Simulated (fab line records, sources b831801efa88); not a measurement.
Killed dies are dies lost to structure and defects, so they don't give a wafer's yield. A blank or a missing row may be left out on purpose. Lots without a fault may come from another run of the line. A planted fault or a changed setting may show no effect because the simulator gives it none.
fab line records | flow sky130
record lots=5 wafers=15 last_day=50
route steps=708 shown VIA3@575
lots that met no fault: from a run of the same line without faults
start_h: hours from the record's first day to the start of the lot's first wafer shown | wait_h: hours since the lot's step before | " the same as in the row above | L1.1+2: a row that stands for several wafers | - no value, or no start given | * or withheld: withheld | < > ~ a bound
route shown NAME@n: a module of which the file shows steps, and the number in the route of the first | usual: mean/standard deviation of fault-free wafers | same: alike in all rows | chamber/n: place in a boat | sites: the reading at each site | _std_site: their standard deviation | _edge_site: outer sites' mean less inner sites' | radius_mm: how far each site lies from the wafer's centre | mask NAME#n: copy n | behind: the tool/chamber that last shaped the wafer | hold: why the lot was held/for how many hours/how that ended | device: the transistor (n, p or np) that didn't switch | end of line: the same wafers' tests at the end of the route | a step without rows: its recipe alone | killed: dies lost to structure and defects at the first sort, not the wafer's yield | map: a wafer's dies, x killed, . not, _ none there
set.NAME: the setting as run; set.NAME@STEP: as run at that earlier step | model.NAME: the simulator's own value behind a step, which no gauge read
lots at some steps of the route; a table a step, a row a wafer
services: from which hour (start_h, from the record's first day; less than 0 if before it) a tool's chamber was out of use, for how many hours, and why
## steps
# step SKY_VIA3_CMP_02
# recipe material=SiO2 down_force_psi=4 platen_rpm=60 pad_velocity_m_s=0.94248
# usual motor_current_A=11.8/1.8
# columns lot.wafer tool chamber start_h wait_h motor_current_A
L872.1 cmp-01 1 952.06 0.1 12.0
L872.6 " 0 " " 12.1
L872.5 " 1 " " 11.9
L874.3 cmp-01 1 975.28 0.1 11.5
L874.2 " 3 " " 9.5
L874.6 " 1 " " 11.6
L879.3 cmp-02 3 1009.02 0.0 10.2
L879.4 " 2 " " 10.7
L879.5 " 0 " " 13.7
L880.3 cmp-01 3 1015.37 0.1 9.1
L880.1 " 1 " " 12.0
L880.6 " 3 " " 9.8
L889.4 cmp-01 2 1060.51 0.1 9.5
L889.1 " 1 " " 10.8
L889.6 " 2 " " 9.8
# step SKY_VIA3_BOW_MEAS_03
# recipe mode=bow
# usual VIA3_BOW=79/9.2
# columns lot.wafer tool chamber start_h wait_h VIA3_BOW[um]
L872.1 film_metro-02 - 952.31 0.2 99
L872.5 " - " " 75
L872.6 " - " " 79
L874.2 film_metro-02 - 975.55 0.1 77
L874.3 " - " " 79
L874.6 " - " " 75
L879.3 film_metro-01 - 1009.36 0.3 81
L879.4 " - " " 67
L879.5 " - " " 57
L880.1 film_metro-02 - 1015.62 0.1 74
L880.3 " - " " 77
L880.6 " - " " 73
L889.1 film_metro-02 - 1060.81 0.1 90
L889.4 " - " " 98
L889.6 " - " " 88
# step SKY_VIA3_DEHYDRATE_04
# recipe temp_c=200 time_s=60
# step SKY_VIA3_HMDS_05
# recipe prime_time_s=60 prime_temp_c=119.4
# step SKY_VIA3_COAT_06
# recipe resist=BARC temp_c=withheld time_s=withheld spin_rpm=3000 resist_thk_nm=60
# step SKY_VIA3_COAT_07
# recipe resist=KrF-thick spin_rpm=3000 resist_thk_nm=450
# step SKY_VIA3_SOFTBAKE_08
# recipe temp_c=100 time_s=90 resist=KrF-thick
# step SKY_VIA3_EXPOSE_09
# recipe mask_id=VIM3 na=0.8 source_shape=annular sigma_inner=0.55 sigma_outer=0.85 target_cd_nm=200 dose_mj=38
# step SKY_VIA3_PEB_10
# recipe peb_temp_c=withheld peb_time_s=withheld resist=KrF-thick
# step SKY_VIA3_DEVELOP_11
# recipe develop_time_s=60 resist=KrF-thick dev_temp_c=21
# step SKY_VIA3_CD_MEAS_12
# recipe target_cd_nm=200
# usual cd_nm=199.9/1.4
# columns lot.wafer tool chamber start_h wait_h cd_nm
L872.1 cd_sem-02 - 976.18 - 201.0
L872.5 " - " " 200.6
L872.6 " - " " 200.7
L874.2 cd_sem-01 - 998.35 - 201.1
L874.3 " - " " 201.2
L874.6 " - " " 201.3
L879.3 cd_sem-02 - 1032.19 - 200.6
L879.4 " - " " 201.2
L879.5 " - " " 200.4
L880.1 cd_sem-01 - 1038.38 - 197.3
L880.3 " - " " 200.5
L880.6 " - " " 200.0
L889.1 cd_sem-02 - 1081.75 - 199.6
L889.4 " - " " 200.7
L889.6 " - " " 198.5
# step SKY_VIA3_OVL_MEAS_13
# usual VIA3_OVL=-3/5.4
# columns lot.wafer tool chamber start_h wait_h VIA3_OVL[nm]
L872.1 overlay-02 - 976.30 0.1 0
L872.5 " - " " -5
L872.6 " - " " -5
L874.2 overlay-02 - 998.46 0.1 -5
L874.3 " - " " 1
L874.6 " - " " -3
L879.3 overlay-02 - 1032.28 0.1 -8
L879.4 " - " " -10
L879.5 " - " " -7
L880.1 overlay-02 - 1038.50 0.1 -2
L880.3 " - " " -5
L880.6 " - " " 7
L889.1 overlay-01 - 1081.87 0.1 2
L889.4 " - " " 2
L889.6 " - " " 5
# step SKY_VIA3_ETCH_14
# recipe chemistry=N2/H2 target=BARC ion_energy_ev=200 source_w=500 bias_w=100 pressure_mtorr=30 n2_flow_sccm=100 h2_flow_sccm=200 stop_on=SiO2 time_s=45.9 target_depth_a=600
# usual drypump_motor_current_A=5.7/0.47 oes_product_au=0.854/0.0044 run_length_s=74.4/0.39 throttle_valve_pct=13.225/0.0098
# columns lot.wafer tool chamber start_h wait_h drypump_motor_current_A oes_product_au rf_hours_counter_h run_length_s throttle_valve_pct model.KrF-thick_of_VIA3_COAT_07.thk_nm
L872.1 rie_diel-04 1 976.34 0.0 5.8 0.853 19 74.6 13.216 394.4
L872.5 " 3 " " 5.9 0.849 - 74.0 13.228 391.5
L872.6 " 2 " " 6.6 0.850 - 74.5 13.222 395.1
L874.2 rie_diel-03 1 998.49 0.0 6.0 0.853 19 75.1 13.219 391.6
L874.3 " 0 " " 5.0 0.856 13 73.6 13.243 393.2
L874.6 " 0 " " 5.0 0.848 - 73.8 13.224 393.3
L879.3 rie_diel-02 0 1032.31 0.0 5.5 0.853 12 74.9 13.224 390.8
L879.4 " 1 " " 5.5 0.850 - 75.0 13.225 389.7
L879.5 " 3 " " 5.4 0.855 - 74.0 13.214 392
L880.1 rie_diel-04 3 1038.54 0.0 5.9 0.924 18 70.3 13.222 396.6
L880.3 " 2 " " 6.5 0.859 13 74.0 13.232 392.9
L880.6 " 2 " " 6.6 0.855 - 74.2 13.232 394.4
L889.1 rie_diel-02 0 1081.91 0.0 5.5 0.851 14 74.7 13.220 391.2
L889.4 " 3 " " 5.4 0.854 25 74.2 13.213 391.9
L889.6 " 1 " " 5.5 0.854 - 74.6 13.236 392.6
# step SKY_VIA3_ETCH_15
# recipe target=SiO2 chemistry=C4F8/O2/Ar target_depth_nm=507 stop_on=TiN mask_material=KrF-thick source_w=1500 bias_w=1200 pressure_mtorr=40 c4f8_flow_sccm=withheld O2_flow_sccm=6 Ar_flow_sccm=300 time_s=78
# usual oes_product_au=0.946/0.0042 run_length_s=106.4/0.36
# columns lot.wafer tool chamber start_h wait_h oes_product_au rf_hours_counter_h run_length_s
L872.1 rie_diel-04 1 976.38 0.0 0.940 19 106.4
L872.5 " 3 " " 0.948 - 106.0
L872.6 " 2 " " 0.945 - 106.3
L874.2 rie_diel-03 1 998.53 0.0 0.943 19 106.8
L874.3 " 0 " " 0.950 13 106.4
L874.6 " 0 " " 0.938 - 106.5
L879.3 rie_diel-02 0 1032.35 0.0 0.946 12 106.9
L879.4 " 1 " " 0.943 - 106.7
L879.5 " 3 " " 0.947 - 106.3
L880.1 rie_diel-04 3 1038.58 0.0 0.940 18 106.3
L880.3 " 2 " " 0.946 14 106.0
L880.6 " 2 " " 0.944 - 106.0
L889.1 rie_diel-02 0 1081.95 0.0 0.946 14 106.7
L889.4 " 3 " " 0.950 25 106.2
L889.6 " 1 " " 0.949 - 106.7
## services
# columns tool chamber start_h hours kind
rie_diel-03 1 953.66 2.6 repair
cmp-01 - 960.70 1.1 repair
rie_diel-03 1 977.87 9.7 repair
rie_diel-02 0 978.90 4.9 repair
rie_diel-03 3 991.82 18.7 repair
rie_diel-03 - 1018.89 0.9 repair
rie_diel-02 - 1020.95 0.6 repair
cmp-01 - 1026.96 2.3 repair
rie_diel-02 0 1028.29 1.3 repair
rie_diel-02 2 1028.54 28.3 repair
cmp-02 - 1029.72 4.0 repair
rie_diel-04 0 1036.17 30.6 repair
rie_diel-04 2 1056.32 3.3 repair
cmp-02 - 1059.26 16.1 pm
rie_diel-03 3 1079.84 2.9 repair
## key
first_sign step=SKY_VIA3_ETCH_14 reading=oes_product_au direction=up sigmas=16 usual=0.854 struck=0.924
effect step=SKY_VIA3_ETCH_14 reading=run_length_s direction=down sigmas=10 usual=* struck=*
model_effect step=SKY_VIA3_ETCH_14 value=KrF-thick_of_VIA3_COAT_07.thk_nm without=393.2 struck=396.6
met_at SKY_VIA3_ETCH_14
struck_wafers L880.1
sort_left_out L880.1
onset_between 976.34 1038.54
fault kind=process_parameter_drift tool=rie_diel-04 chamber=3 onset_h=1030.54 steps=SKY_VIA3_ETCH_14 channel=time_s offset=* shape=step end_h=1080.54 acts_in=* stated=*
# sort_left_out: the simulated sort isn't trusted on such a fault, so these wafers' sort isn't shown, and their yield isn't known
